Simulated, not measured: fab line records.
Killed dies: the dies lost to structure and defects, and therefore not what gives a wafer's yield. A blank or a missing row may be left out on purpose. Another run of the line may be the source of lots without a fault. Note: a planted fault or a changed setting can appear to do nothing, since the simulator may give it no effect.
Struck lot and sound lot, side by side	flow sky130	38 steps out of a route of 708
Sound: the wafers L281.1, L281.2, L281.6. Wafers L287.1, L287.3, L287.4 were the ones struck. The cause is named last.
For every step that has rows: the tool of each side, followed by ch and its chambers, followed by its first start. Under that, the readings that differ: sound wafers	struck wafers	difference of the means	sigmas: that difference in standard deviations of wafers without a fault.
alike: a reading whose means differ by less than 2 such deviations, as well as words and numbers matching on both sides. not compared: withheld readings; readings where some wafer has no value; bounds like >300 that might hide an equal value; numbers whose values overlap and for which the record gives no deviation.
The two part at a step that has a row with sigmas, a row that says differs or no value, or rows on one side only. Non-overlapping numbers with no deviation appear without sigmas and do not part them. A reading that every wafer of one side lacks parts them only if that side has two wafers or more.

first, 10 steps without rows for these wafers: SKY_RES_PROTECT_DEHYDRATE_00 (time 60 s); SKY_RES_PROTECT_HMDS_01 (prime time 60 s); SKY_RES_PROTECT_COAT_02 (resist thk 1140 nm); SKY_RES_PROTECT_SOFTBAKE_03 (time 60 s); SKY_RES_PROTECT_EXPOSE_04 (exposes mask RPM, target cd 1270 nm); SKY_RES_PROTECT_PEB_05; SKY_RES_PROTECT_DEVELOP_06 (develop time 60 s); SKY_POLY_GATE_IMPLANT_02; SKY_RES_PROTECT_STRIP_07 (strips in O2/N2); SKY_RES_PROTECT_CLEAN_09 (cleans in SC1/SC2, time 150 s).
SKY_POLY_GATE_CVD_03: deposits Si3N4 from DCS/NH3, target thk 75 nm, time 1290 s.
  sound on lpcvd-02 ch 1, day 18 04:41; struck on lpcvd-02 ch 1, day 21 07:18
reading	sound	struck	difference	sigmas
model.Si3N4_of_POLY_GATE_CVD_03.thk-nm (nm)	73.92 73.64 73.71	46.13 46.59 46.26	-27.43	
  alike: pressure-mtorr, spike-tc-lower-C, spike-tc-top-C
SKY_POLY_GATE_THK_MEAS_04:
  struck on film-metro-01, day 21 08:40; sound on film-metro-01, day 18 06:02
reading	sound	struck	difference	sigmas
POLY_GATE_CVD_03_THK (nm)	73.9 73.6 73.7	46.1 46.6 46.2	-27.4	-39
then, 9 steps without rows for these wafers: SKY_POLY_GATE_DEHYDRATE_05 (time 60 s); SKY_POLY_GATE_HMDS_06 (prime time 60 s); SKY_POLY_GATE_COAT_07 (resist thk 110 nm); SKY_POLY_GATE_COAT_08 (resist thk 450 nm); SKY_POLY_GATE_SOFTBAKE_09 (time 88.84 s); SKY_POLY_GATE_EXPOSE_10 (exposes mask P1M, target cd 150 nm); SKY_POLY_GATE_PEB_11; SKY_POLY_GATE_DEVELOP_12 (develop time 60 s); SKY_POLY_GATE_ETCH_15 (etches BARC in N2/H2, stops on SiO2, time 118.5 s, target depth 110 nm).
SKY_POLY_GATE_ETCH_16: etches Si3N4 in CH3F/O2, stops on poly-Si, time 147.5 s, target depth 75 nm.
  sound on rie-diel-01 ch 0,1,3, day 19 12:44; struck on rie-diel-02 ch 1,2,3, day 22 14:25
reading	sound	struck	difference	sigmas
oes-product-au (a.u.)	0.633 0.636 0.643	0.537 0.537 0.541	-0.099	-19
model.etch.depth-nm (nm)	73.92 73.64 73.71	46.13 46.59 46.26	-27.43	
  alike: ch3f-flow-sccm, drypump-motor-current-A, throttle-valve-pct
  not compared: rf-hours-counter-h
then, 13 steps without rows for these wafers: SKY_POLY_GATE_ETCH_17 (etches poly-Si in HBr/Cl2, stops on SiO2, target depth 180 nm, time 70.5 s); SKY_POLY_GATE_STRIP_18 (strips in O2/N2); SKY_POLY_GATE_CLEAN_19 (cleans in SC1/SC2, time 150 s); SKY_POLY_GATE_OXIDATION_20 (stabilise 600 s, purge 300 s, target thk 4 nm); SKY_LDD_N_DEHYDRATE_00 (time 60 s); SKY_LDD_N_HMDS_01 (prime time 60 s); SKY_LDD_N_COAT_02 (resist thk 300 nm); SKY_LDD_N_SOFTBAKE_03 (time 60 s); SKY_LDD_N_EXPOSE_04 (exposes mask NTM, target cd 840 nm); SKY_LDD_N_PEB_05; SKY_LDD_N_DEVELOP_06 (develop time 60 s); SKY_LDD_N_IMPLANT_08; SKY_LDD_N_IMPLANT_09.
-- here the record skips 6 days between the struck wafers' starts before and after, leaving off in module LDD_N and picking up in module LDD_LDN (first step shown: number 303 of the route) --
SKY_LDD_LDN_CLEAN_14: cleans in SC1/SC2, time 150 s.
  sound on wet-bench-04 ch 2, day 26 08:26; struck on wet-bench-02 ch 0, day 28 22:02
reading	sound	struck	difference	sigmas
model.Si3N4_of_POLY_GATE_CVD_03.thk-nm (nm)	73.78 73.51 73.58	45.99 46.45 46.12	-27.44	
SKY_POLY_CUT_ETCH_11: etches Si3N4 in CF4/CH2F2/Ar, stops on poly-Si, time 42.5 s, target depth 60 nm.
  sound on rie-diel-04 ch 2,3, day 27 14:31; struck on rie-diel-04 ch 1,2,3, day 30 04:13
reading	sound	struck	difference	sigmas
oes-product-au (a.u.)	0.826 0.828 0.826	0.653 0.650 0.650	-0.176	-27
model.etch.depth-nm (nm)	61.22 61.18 61.07	37.91 38.43 38.09	-23.01	
model.POLY_CUT.feature-depth-nm (nm)	61.22 61.18 61.07	37.91 38.43 38.09	-23.01	
  alike: drypump-motor-current-A, throttle-valve-pct
  not compared: rf-hours-counter-h
-- here the record skips 20 days between the struck wafers' starts before and after, leaving off in module POLY_CUT and picking up in module PAD_OPEN (first step shown: number 708 of the route) --
SKY_PAD_OPEN_PROBE_99:
  struck on prober-01, day 49 19:43; sound on prober-02, day 47 20:54
reading	sound	struck	difference	sigmas
model.etest.cap-li-to-poly.c-af-um2	99.62 96.88 102.3	94.26 95.02 94.35	-5.06	
  alike: killed_at_M0_to_M3, killed_at_M4_up, killed-at-contacts, killed-at-front-end, killed-at-other, killed-dies, killed-open, killed-short

WHERE THEY PART
Last at SKY_POLY_CUT_ETCH_11 as far as this record goes, first at SKY_POLY_GATE_THK_MEAS_04. Later steps at which nothing parts them and some readings are alike: SKY_PAD_OPEN_PROBE_99.

WHY: what the simulator had put in
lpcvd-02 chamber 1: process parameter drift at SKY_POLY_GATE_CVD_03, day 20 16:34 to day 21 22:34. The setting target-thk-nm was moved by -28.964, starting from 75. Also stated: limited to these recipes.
